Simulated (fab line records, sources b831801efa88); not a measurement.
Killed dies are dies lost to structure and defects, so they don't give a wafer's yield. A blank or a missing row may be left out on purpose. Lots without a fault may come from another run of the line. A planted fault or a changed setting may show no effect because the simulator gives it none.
fab line records | flow gf180mcu
record lots=24 wafers=72 last_day=34
route steps=602 shown M2@366 M3@414 MIM@505 V5@545 TOP_METAL@583
lots that met no fault: from a run of the same line without faults
start_h: hours from the record's first day to the start of the lot's first wafer shown | wait_h: hours since the lot's step before | " the same as in the row above | L1.1+2: a row that stands for several wafers | - no value, or no start given | * or withheld: withheld | < > ~ a bound
route shown NAME@n: a module of which the file shows steps, and the number in the route of the first | usual: mean/standard deviation of fault-free wafers | same: alike in all rows | chamber/n: place in a boat | sites: the reading at each site | _std_site: their standard deviation | _edge_site: outer sites' mean less inner sites' | radius_mm: how far each site lies from the wafer's centre | mask NAME#n: copy n | behind: the tool/chamber that last shaped the wafer | hold: why the lot was held/for how many hours/how that ended | device: the transistor (n, p or np) that didn't switch | end of line: the same wafers' tests at the end of the route | a step without rows: its recipe alone | killed: dies lost to structure and defects at the first sort, not the wafer's yield | map: a wafer's dies, x killed, . not, _ none there
set.NAME: the setting as run; set.NAME@STEP: as run at that earlier step | model.NAME: the simulator's own value behind a step, which no gauge read
steps of the route over a sample of lots; a table a step, a row a wafer
services: from which hour (start_h, from the record's first day; less than 0 if before it) a tool's chamber was out of use, for how many hours, and why
## steps
# step GF_M2_SPUTTER_04
# recipe material=TiN target_thk_nm=50 power_w=6500 time_s=41.7 chamber_pressure_pa=0.4
# usual throttle_valve_pct=29.4/1
# columns lot.wafer tool chamber start_h wait_h throttle_valve_pct
L074.1 pvd_sputter-02 - 411.68 0.0 30.0
L074.4 " - " " 30.6
L074.6 " - " " 27.3
L075.1 pvd_sputter-03 - 421.13 0.0 29.9
L075.2 " - " " 30.1
L075.4 " - " " 29.9
L076.1 pvd_sputter-02 - 422.01 0.0 28.5
L076.2 " - " " 29.6
L076.4 " - " " 27.2
L077.4 pvd_sputter-04 - 439.96 0.0 29.9
L077.5 " - " " 29.0
L077.6 " - " " 29.8
L078.1 pvd_sputter-03 - 456.79 0.0 30.1
L078.4 " - " " 30.0
L078.5 " - " " 30.2
L079.1 pvd_sputter-03 - 471.92 0.0 29.8
L079.2 " - " " 29.9
L079.3 " - " " 31.3
L080.1 pvd_sputter-02 - 472.31 0.0 27.3
L080.4 " - " " 29.6
L080.5 " - " " 30.6
L083.1 pvd_sputter-03 - 502.93 0.0 29.8
L083.2 " - " " 29.9
L083.3 " - " " 29.9
L081.1 pvd_sputter-04 - 504.00 0.0 29.9
L081.2 " - " " 29.9
L081.3 " - " " 29.0
L082.2 pvd_sputter-02 - 504.60 0.0 29.6
L082.4 " - " " 27.3
L082.6 " - " " 30.6
L084.1 pvd_sputter-02 - 523.21 0.0 30.7
L084.5 " - " " 29.8
L084.6 " - " " 30.6
L085.1 pvd_sputter-02 - 526.05 0.0 30.4
L085.3 " - " " 27.3
L085.5 " - " " 27.3
L086.3 pvd_sputter-02 - 526.28 0.0 27.6
L086.5 " - " " 27.3
L086.6 " - " " 29.5
L088.1 pvd_sputter-04 - 533.53 0.0 30.1
L088.4 " - " " 29.9
L088.5 " - " " 29.2
L087.2 pvd_sputter-02 - 535.47 0.0 30.7
L087.3 " - " " 29.8
L087.5 " - " " 29.8
L091.4 pvd_sputter-02 - 551.47 0.0 30.0
L091.5 " - " " 28.3
L091.6 " - " " 30.7
L089.1 pvd_sputter-02 - 556.60 0.0 30.7
L089.3 " - " " 29.7
L089.5 " - " " 27.9
L090.3 pvd_sputter-04 - 556.72 0.0 29.8
L090.4 " - " " 29.8
L090.5 " - " " 29.6
L092.4 pvd_sputter-03 - 564.05 0.0 31.1
L092.5 " - " " 30.0
L092.6 " - " " 29.9
L093.2 pvd_sputter-04 - 570.73 0.0 29.1
L093.3 " - " " 29.5
L093.5 " - " " 29.3
L094.1 pvd_sputter-02 - 572.12 0.0 27.7
L094.5 " - " " 28.6
L094.6 " - " " 27.5
L095.4 pvd_sputter-04 - 581.42 0.0 29.9
L095.5 " - " " 29.0
L095.6 " - " " 29.7
L096.1 pvd_sputter-02 - 588.40 0.0 29.6
L096.3 " - " " 27.6
L096.4 " - " " 28.5
L097.2 pvd_sputter-04 - 597.45 0.0 29.5
L097.3 " - " " 29.3
L097.5 " - " " 29.9
# step GF_M3_RS_MEAS_05
# recipe thk_meas_gauge=four-point-probe reads=TiN_of_M3_SPUTTER_04+Ti_of_M3_SPUTTER_03+AlCu_of_M3_SPUTTER_02+TiN_of_M3_SPUTTER_01+Ti_of_M3_SPUTTER_00
# usual M3_ALCU_RS=0.0694/0.0011
# columns lot.wafer tool chamber start_h wait_h M3_ALCU_RS[ohm/sq]
L074.1 film_metro-01 - 462.31 0.0 0.0694
L074.4 " - " " 0.0697
L074.6 " - " " 0.0696
L075.1 film_metro-01 - 472.32 0.0 0.0713
L075.2 " - " " 0.0691
L075.4 " - " " 0.0707
L076.1 film_metro-03 - 473.88 0.0 0.0702
L076.2 " - " " 0.0704
L076.4 " - " " 0.0697
L077.4 film_metro-03 - 490.81 0.1 0.0682
L077.5 " - " " 0.0677
L077.6 " - " " 0.0685
L078.1 film_metro-03 - 507.61 0.0 0.0712
L078.4 " - " " 0.0687
L078.5 " - " " 0.0695
L079.1 film_metro-01 - 521.49 0.0 0.0692
L079.2 " - " " 0.0703
L079.3 " - " " 0.0687
L080.1 film_metro-01 - 522.44 0.0 0.0707
L080.4 " - " " 0.0711
L080.5 " - " " 0.0697
L083.1 film_metro-01 - 551.81 0.0 0.0678
L083.2 " - " " 0.0689
L083.3 " - " " 0.0699
L081.1 film_metro-03 - 552.81 0.0 0.0696
L081.2 " - " " 0.0700
L081.3 " - " " 0.0703
L082.2 film_metro-03 - 553.69 0.0 0.0704
L082.4 " - " " 0.0697
L082.6 " - " " 0.0700
L084.1 film_metro-03 - 570.42 0.0 0.0711
L084.5 " - " " 0.0711
L084.6 " - " " 0.0696
L085.1 film_metro-04 - 572.81 0.0 0.0698
L085.3 " - " " 0.0682
L085.5 " - " " 0.0695
L086.3 film_metro-04 - 573.41 0.1 0.0691
L086.5 " - " " 0.0689
L086.6 " - " " 0.0697
L088.1 film_metro-04 - 580.31 0.0 0.0679
L088.4 " - " " 0.0673
L088.5 " - " " 0.0682
L087.2 film_metro-03 - 581.99 0.0 0.0676
L087.3 " - " " 0.0682
L087.5 " - " " 0.0674
L091.4 film_metro-03 - 597.73 0.1 0.0684
L091.5 " - " " 0.0685
L091.6 " - " " 0.0681
L089.1 film_metro-03 - 602.11 0.0 0.0715
L089.3 " - " " 0.0701
L089.5 " - " " 0.0710
L090.3 film_metro-03 - 602.52 0.1 0.0691
L090.4 " - " " 0.0684
L090.5 " - " " 0.0692
L092.4 film_metro-01 - 608.76 0.1 0.0707
L092.5 " - " " 0.0705
L092.6 " - " " 0.0697
L093.2 film_metro-01 - 615.91 0.0 0.0681
L093.3 " - " " 0.0687
L093.5 " - " " 0.0707
L094.1 film_metro-01 - 617.05 0.0 0.0686
L094.5 " - " " 0.0702
L094.6 " - " " 0.0679
L095.4 film_metro-04 - 625.94 0.1 0.0689
L095.5 " - " " 0.0679
L095.6 " - " " 0.0675
L096.1 film_metro-03 - 631.26 0.0 0.0695
L096.3 " - " " 0.0694
L096.4 " - " " 0.0683
L097.2 film_metro-04 - 640.15 0.0 0.0714
L097.3 " - " " 0.0690
L097.5 " - " " 0.0713
# step GF_MIM_SPUTTER_02
# recipe material=AlCu target_thk_nm=450 power_w=10600 time_s=23.9 chamber_pressure_pa=0.4
# usual throttle_valve_pct=29.7/1.2
# columns lot.wafer tool chamber start_h wait_h throttle_valve_pct
L074.1 pvd_sputter-02 - 560.82 0.0 30.9
L074.4 " - " " 27.6
L074.6 " - " " 29.8
L075.1 pvd_sputter-02 - 569.08 0.0 28.8
L075.2 " - " " 29.7
L075.4 " - " " 30.7
L076.1 pvd_sputter-04 - 571.82 0.0 29.8
L076.2 " - " " 29.1
L076.4 " - " " 29.8
L077.4 pvd_sputter-02 - 585.89 0.0 29.9
L077.5 " - " " 27.4
L077.6 " - " " 29.8
L078.1 pvd_sputter-02 - 601.44 0.0 30.3
L078.4 " - " " 27.5
L078.5 " - " " 30.5
L079.1 pvd_sputter-02 - 612.07 0.0 28.4
L079.2 " - " " 27.4
L079.3 " - " " 30.6
L080.1 pvd_sputter-04 - 612.30 0.0 29.7
L080.4 " - " " 28.8
L080.5 " - " " 28.8
L083.1 pvd_sputter-01 - 640.95 0.0 30.8
L083.2 " - " " 32.0
L083.3 " - " " 29.3
L081.1 pvd_sputter-02 - 641.70 0.0 30.6
L081.2 " - " " 28.6
L081.3 " - " " 29.7
L082.2 pvd_sputter-02 - 642.32 0.0 28.7
L082.4 " - " " 29.7
L082.6 " - " " 30.4
L084.1 pvd_sputter-02 - 656.01 0.0 27.5
L084.5 " - " " 29.7
L084.6 " - " " 27.5
L085.1 pvd_sputter-02 - 660.61 0.0 29.9
L085.3 " - " " 27.4
L085.5 " - " " 27.3
L086.3 pvd_sputter-02 - 661.06 0.0 30.8
L086.5 " - " " 28.6
L086.6 " - " " 27.5
L088.1 pvd_sputter-01 - 667.52 0.0 31.1
L088.4 " - " " 29.5
L088.5 " - " " 29.8
L087.2 pvd_sputter-02 - 667.87 0.0 27.6
L087.3 " - " " 28.7
L087.5 " - " " 27.4
L091.4 pvd_sputter-04 - 682.81 0.0 29.5
L091.5 " - " " 29.8
L091.6 " - " " 29.1
L089.1 pvd_sputter-01 - 685.91 0.0 30.6
L089.3 " - " " 31.2
L089.5 " - " " 31.7
L090.3 pvd_sputter-04 - 686.83 0.0 29.9
L090.4 " - " " 29.0
L090.5 " - " " 29.4
L092.4 pvd_sputter-01 - 692.02 0.0 30.5
L092.5 " - " " 31.2
L092.6 " - " " 32.0
L093.2 pvd_sputter-01 - 697.63 0.0 30.7
L093.3 " - " " 31.3
L093.5 " - " " 29.7
L094.1 pvd_sputter-04 - 700.36 0.0 29.8
L094.5 " - " " 29.1
L094.6 " - " " 29.7
L095.4 pvd_sputter-04 - 708.17 0.0 29.1
L095.5 " - " " 29.4
L095.6 " - " " 29.9
L096.1 pvd_sputter-04 - 713.03 0.0 28.7
L096.3 " - " " 30.1
L096.4 " - " " 29.0
L097.2 pvd_sputter-01 - 720.13 0.0 29.4
L097.3 " - " " 30.4
L097.5 " - " " 31.7
# step GF_MIM_SPUTTER_03
# recipe material=Ti target_thk_nm=10 substrate_temp_c=300 chamber_pressure_pa=0.3 power_w=3000 time_s=6.7
# usual throttle_valve_pct=29.7/1.2
# columns lot.wafer tool chamber start_h wait_h throttle_valve_pct
L074.1 pvd_sputter-02 - 560.85 0.0 30.5
L074.4 " - " " 27.6
L074.6 " - " " 29.7
L075.1 pvd_sputter-02 - 569.11 0.0 28.5
L075.2 " - " " 29.8
L075.4 " - " " 30.7
L076.1 pvd_sputter-04 - 571.85 0.0 29.5
L076.2 " - " " 29.1
L076.4 " - " " 30.1
L077.4 pvd_sputter-02 - 585.92 0.0 30.0
L077.5 " - " " 27.1
L077.6 " - " " 29.8
L078.1 pvd_sputter-02 - 601.47 0.0 30.7
L078.4 " - " " 27.4
L078.5 " - " " 30.7
L079.1 pvd_sputter-02 - 612.10 0.0 28.4
L079.2 " - " " 27.4
L079.3 " - " " 30.6
L080.1 pvd_sputter-04 - 612.33 0.0 30.0
L080.4 " - " " 29.0
L080.5 " - " " 29.1
L083.1 pvd_sputter-01 - 640.98 0.0 30.7
L083.2 " - " " 32.0
L083.3 " - " " 29.9
L081.1 pvd_sputter-02 - 641.73 0.0 30.4
L081.2 " - " " 28.4
L081.3 " - " " 29.8
L082.2 pvd_sputter-02 - 642.35 0.0 28.7
L082.4 " - " " 29.7
L082.6 " - " " 30.8
L084.1 pvd_sputter-02 - 656.04 0.0 27.7
L084.5 " - " " 29.8
L084.6 " - " " 27.5
L085.1 pvd_sputter-02 - 660.64 0.0 29.4
L085.3 " - " " 27.4
L085.5 " - " " 27.4
L086.3 pvd_sputter-02 - 661.09 0.0 30.4
L086.5 " - " " 28.9
L086.6 " - " " 27.4
L088.1 pvd_sputter-01 - 667.55 0.0 31.3
L088.4 " - " " 29.5
L088.5 " - " " 29.7
L087.2 pvd_sputter-02 - 667.90 0.0 27.3
L087.3 " - " " 28.7
L087.5 " - " " 27.5
L091.4 pvd_sputter-04 - 682.84 0.0 29.8
L091.5 " - " " 29.6
L091.6 " - " " 29.0
L089.1 pvd_sputter-01 - 685.94 0.0 30.9
L089.3 " - " " 31.2
L089.5 " - " " 31.8
L090.3 pvd_sputter-04 - 686.86 0.0 29.9
L090.4 " - " " 29.1
L090.5 " - " " 29.2
L092.4 pvd_sputter-01 - 692.05 0.0 30.7
L092.5 " - " " 31.1
L092.6 " - " " 32.1
L093.2 pvd_sputter-01 - 697.66 0.0 30.7
L093.3 " - " " 31.3
L093.5 " - " " 29.4
L094.1 pvd_sputter-04 - 700.39 0.0 30.1
L094.5 " - " " 29.0
L094.6 " - " " 29.6
L095.4 pvd_sputter-04 - 708.20 0.0 29.1
L095.5 " - " " 29.4
L095.6 " - " " 29.8
L096.1 pvd_sputter-04 - 713.06 0.0 28.8
L096.3 " - " " 29.6
L096.4 " - " " 28.8
L097.2 pvd_sputter-01 - 720.16 0.0 29.7
L097.3 " - " " 30.9
L097.5 " - " " 31.8
# step GF_V5_BOW_MEAS_05
# recipe mode=bow
# usual V5_BOW=132/11
# columns lot.wafer tool chamber start_h wait_h V5_BOW[um]
L074.1 film_metro-02 - 604.94 0.2 122
L074.4 " - " " 139
L074.6 " - " " 132
L075.1 film_metro-02 - 612.43 0.2 129
L075.2 " - " " 122
L075.4 " - " " 117
L076.1 film_metro-03 - 615.09 0.1 123
L076.2 " - " " 124
L076.4 " - " " 125
L077.4 film_metro-02 - 627.76 0.3 121
L077.5 " - " " 130
L077.6 " - " " 135
L078.1 film_metro-04 - 643.04 0.2 127
L078.4 " - " " 125
L078.5 " - " " 134
L079.1 film_metro-04 - 653.58 0.2 142
L079.2 " - " " 121
L079.3 " - " " 136
L080.1 film_metro-03 - 653.67 0.2 140
L080.4 " - " " 129
L080.5 " - " " 121
L083.1 film_metro-02 - 680.98 0.1 135
L083.2 " - " " 138
L083.3 " - " " 141
L081.1 film_metro-02 - 681.25 0.1 118
L081.2 " - " " 116
L081.3 " - " " 117
L082.2 film_metro-04 - 682.37 0.1 145
L082.4 " - " " 145
L082.6 " - " " 138
L084.1 film_metro-02 - 695.50 0.1 149
L084.5 " - " " 152
L084.6 " - " " 127
L085.1 film_metro-02 - 699.71 0.1 145
L085.3 " - " " 139
L085.5 " - " " 140
L086.3 film_metro-02 - 701.33 0.2 147
L086.5 " - " " 145
L086.6 " - " " 143
L088.1 film_metro-02 - 707.64 0.1 141
L088.4 " - " " 132
L088.5 " - " " 129
L087.2 film_metro-04 - 707.90 0.1 119
L087.3 " - " " 124
L087.5 " - " " 124
L091.4 film_metro-03 - 721.91 0.3 118
L091.5 " - " " 111
L091.6 " - " " 132
L089.1 film_metro-04 - 724.45 0.2 140
L089.3 " - " " 125
L089.5 " - " " 131
L090.3 film_metro-02 - 724.84 0.2 113
L090.4 " - " " 118
L090.5 " - " " 109
L092.4 film_metro-03 - 729.95 0.2 138
L092.5 " - " " 137
L092.6 " - " " 139
L093.2 film_metro-04 - 734.02 0.2 135
L093.3 " - " " 149
L093.5 " - " " 142
L094.1 film_metro-03 - 737.34 0.1 129
L094.5 " - " " 124
L094.6 " - " " 132
L095.4 film_metro-04 - 745.66 0.3 140
L095.5 " - " " 136
L095.6 " - " " 138
L096.1 film_metro-04 - 749.88 0.1 130
L096.3 " - " " 131
L096.4 " - " " 140
L097.2 film_metro-02 - 756.76 0.3 150
L097.3 " - " " 146
L097.5 " - " " 144
# step GF_TOP_METAL_METAL_ETCH_16
# recipe chemistry=Cl2/BCl3 mask_material=NOVOLAK target_depth_nm=1077.5 stop_on=SiO2 pressure_mtorr=8 icp_w=800 bias_w=140 Cl2_flow_sccm=80 bcl3_flow_sccm=40 time_s=179.6
# usual bcl3_flow_sccm=39.97/0.12 chamber_pressure_mTorr=8.000/0.0075 drypump_motor_current_A=5.9/0.4 oes_product_au=0.963/0.0086 rf_fwd_power_W=797.5/2.5 throttle_valve_pct=28.259/0.011
# columns lot.wafer tool chamber start_h wait_h bcl3_flow_sccm chamber_pressure_mTorr drypump_motor_current_A oes_product_au rf_fwd_power_W rf_hours_counter_h throttle_valve_pct
L074.1 rie_metal-02 1 646.85 0.0 39.90 7.997 5.4 0.949 798.6 10 28.253
L074.4 " 1 " " 40.01 7.997 5.4 0.974 794.2 - 28.260
L074.6 " 1 " " 40.13 7.988 5.4 0.972 798.2 - 28.275
L075.1 rie_metal-01 0 653.30 0.0 39.91 8.009 6.2 0.966 797.4 5 28.257
L075.2 " 1 " " 40.00 8.003 6.1 0.949 798.1 2 28.268
L075.4 " 1 " " 39.94 7.993 6.0 0.968 798.8 - 28.247
L076.1 rie_metal-02 0 654.20 0.0 39.89 7.997 5.5 0.961 800.2 2 28.256
L076.2 " 1 " " 40.21 8.013 5.5 0.958 797.9 10 28.262
L076.4 " 0 " " 39.80 8.013 5.4 0.957 798.1 - 28.252
L077.4 rie_metal-01 1 668.19 0.1 40.13 8.007 6.1 0.971 793.9 - 28.245
L077.5 " 0 " " 40.07 7.992 6.2 0.963 801.0 - 28.249
L077.6 " 1 " " 40.07 7.986 6.1 0.972 793.6 - 28.259
L078.1 rie_metal-02 1 682.74 0.0 39.77 7.998 5.5 0.973 799.9 11 28.237
L078.4 " 1 " " 39.93 8.007 5.4 0.978 799.0 - 28.265
L078.5 " 1 " " 39.94 8.005 5.4 0.964 798.4 - 28.253
L079.1 rie_metal-04 0 692.94 0.0 40.01 8.003 5.3 0.956 794.3 1 28.259
L079.2 " 1 " " 39.86 8.000 6.5 0.972 793.3 8 28.250
L079.3 " 1 " " 40.02 8.017 6.5 0.956 794.8 - 28.248
L080.1 rie_metal-01 1 694.59 0.0 40.01 8.015 6.1 0.966 797.3 3 28.252
L080.4 " 0 " " 39.83 7.980 6.2 0.977 796.2 - 28.247
L080.5 " 1 " " 40.07 7.996 6.0 0.977 796.5 - 28.226
L083.1 rie_metal-01 0 719.84 0.0 40.00 7.983 6.2 0.958 795.7 7 28.269
L083.2 " 1 " " 39.97 8.006 6.1 0.966 801.6 4 28.264
L083.3 " 1 " " 40.09 7.996 6.1 0.969 803.0 - 28.245
L081.1 rie_metal-02 1 720.14 0.0 39.97 7.992 5.5 0.971 801.2 13 28.246
L081.2 " 0 " " 39.86 7.989 5.5 0.958 802.3 3 28.260
L081.3 " 1 " " 39.88 7.989 5.5 0.967 801.9 - 28.248
L082.2 rie_metal-01 0 721.07 0.0 40.05 8.004 6.2 0.969 796.1 7 28.252
L082.4 " 1 " " 39.84 7.989 6.1 0.971 797.0 - 28.262
L082.6 " 0 " " 39.99 7.991 6.2 0.971 797.3 - 28.273
L084.1 rie_metal-02 0 733.50 0.0 39.98 8.009 5.4 0.956 801.5 4 28.251
L084.5 " 1 " " 39.85 8.002 5.5 0.964 795.0 - 28.249
L084.6 " 0 " " 39.94 7.996 5.4 0.957 796.8 - 28.272
L085.1 rie_metal-01 0 736.85 0.0 39.96 8.005 6.2 0.965 791.3 8 28.271
L085.3 " 1 " " 39.77 8.002 6.1 0.967 797.6 - 28.247
L085.5 " 1 " " 39.74 7.996 6.1 0.963 798.0 - 28.261
L086.3 rie_metal-02 1 738.80 0.1 40.02 7.996 5.5 0.964 797.9 - 28.278
L086.5 " 1 " " 39.98 7.999 5.5 0.971 798.2 - 28.263
L086.6 " 0 " " 39.96 8.004 5.5 0.965 795.4 - 28.257
L088.1 rie_metal-01 1 744.50 0.0 40.05 7.997 6.1 0.979 801.2 5 28.251
L088.4 " 1 " " 39.92 8.008 6.1 0.965 801.3 - 28.250
L088.5 " 0 " " 40.13 8.008 6.2 0.958 800.4 - 28.260
L087.2 rie_metal-04 1 745.19 0.0 39.86 8.002 6.4 0.955 798.9 10 28.269
L087.3 " 1 " " 39.96 7.996 6.4 0.960 795.8 - 28.259
L087.5 " 0 " " 39.84 7.988 5.4 0.943 798.5 - 28.258
L091.4 rie_metal-01 1 758.50 0.1 39.87 8.003 6.1 0.969 798.1 - 28.244
L091.5 " 1 " " 39.99 8.001 6.1 0.966 800.7 - 28.267
L091.6 " 0 " " 40.02 8.005 6.2 0.965 794.9 - 28.263
L089.1 rie_metal-04 0 760.84 0.0 39.97 8.000 5.4 0.950 796.5 4 28.280
L089.3 " 1 " " 39.78 7.999 6.4 0.966 792.9 - 28.256
L089.5 " 0 " " 40.07 7.991 5.4 0.944 794.2 - 28.271
L090.3 rie_metal-01 0 761.25 0.1 39.83 8.003 6.2 0.967 795.3 - 28.248
L090.4 " 1 " " 39.79 8.004 6.0 0.971 798.5 - 28.240
L090.5 " 0 " " 40.02 8.000 6.2 0.979 798.8 - 28.243
L092.4 rie_metal-04 0 766.05 0.1 39.95 7.998 5.4 0.954 800.9 - 28.261
L092.5 " 0 " " 40.21 7.985 5.4 0.949 796.9 - 28.276
L092.6 " 1 " " 39.96 7.996 6.4 0.957 798.2 - 28.273
L093.2 rie_metal-01 0 769.20 0.0 39.99 7.998 6.2 0.980 797.6 10 28.257
L093.3 " 0 " " 40.04 8.003 6.2 0.971 798.2 - 28.261
L093.5 " 1 " " 40.11 7.995 6.1 0.975 798.8 - 28.247
L094.1 rie_metal-02 0 772.35 0.0 39.85 7.993 5.4 0.968 796.1 6 28.262
L094.5 " 0 " " 39.97 8.003 5.4 0.960 797.8 - 28.265
L094.6 " 1 " " 39.99 8.007 5.5 0.960 802.0 - 28.263
L095.4 rie_metal-02 0 780.50 0.1 40.17 8.006 5.4 0.962 795.8 - 28.250
L095.5 " 0 " " 39.93 8.002 5.4 0.966 798.3 - 28.247
L095.6 " 1 " " 40.25 8.004 5.5 0.970 793.4 - 28.252
L096.1 rie_metal-01 1 784.05 0.0 40.07 7.993 6.1 0.968 796.8 7 28.268
L096.3 " 0 " " 40.00 8.018 6.2 0.975 797.0 - 28.261
L096.4 " 1 " " 40.18 8.009 6.1 0.966 799.8 - 28.254
L097.2 rie_metal-04 1 789.90 0.0 39.87 7.997 6.5 0.957 796.5 13 28.267
L097.3 " 1 " " 39.79 7.999 6.4 0.961 793.3 - 28.252
L097.5 " 0 " " 40.00 8.008 5.4 0.955 797.5 - 28.266
## services
# columns tool chamber start_h hours kind
pvd_sputter-01 - 397.21 1.4 repair
pvd_sputter-01 - 407.18 3.0 repair
pvd_sputter-01 - 414.30 1.8 repair
rie_metal-04 - 485.05 2.8 pm
pvd_sputter-03 - 512.25 1.0 repair
pvd_sputter-02 1 515.50 - consumable_replace:kit
pvd_sputter-02 1 515.50 18.0 scheduled_down
pvd_sputter-02 1 515.50 18.0 vent_cycle
pvd_sputter-03 - 519.83 20.9 repair
pvd_sputter-04 - 522.68 4.2 repair
pvd_sputter-04 - 590.77 3.4 repair
pvd_sputter-02 - 592.20 4.6 repair
pvd_sputter-02 - 605.02 3.2 repair
rie_metal-02 - 629.94 0.9 repair
pvd_sputter-03 - 665.66 4.7 repair
pvd_sputter-03 - 671.52 2.2 repair
rie_metal-02 0 686.34 17.9 repair
rie_metal-01 - 689.65 0.5 repair
rie_metal-04 - 690.32 1.4 pm
pvd_sputter-03 - 701.04 1.0 repair
rie_metal-04 0 734.28 4.1 repair
pvd_sputter-01 - 743.63 3.3 repair
pvd_sputter-04 - 749.45 1.4 repair
pvd_sputter-01 - 762.18 2.0 repair
## key
fault none
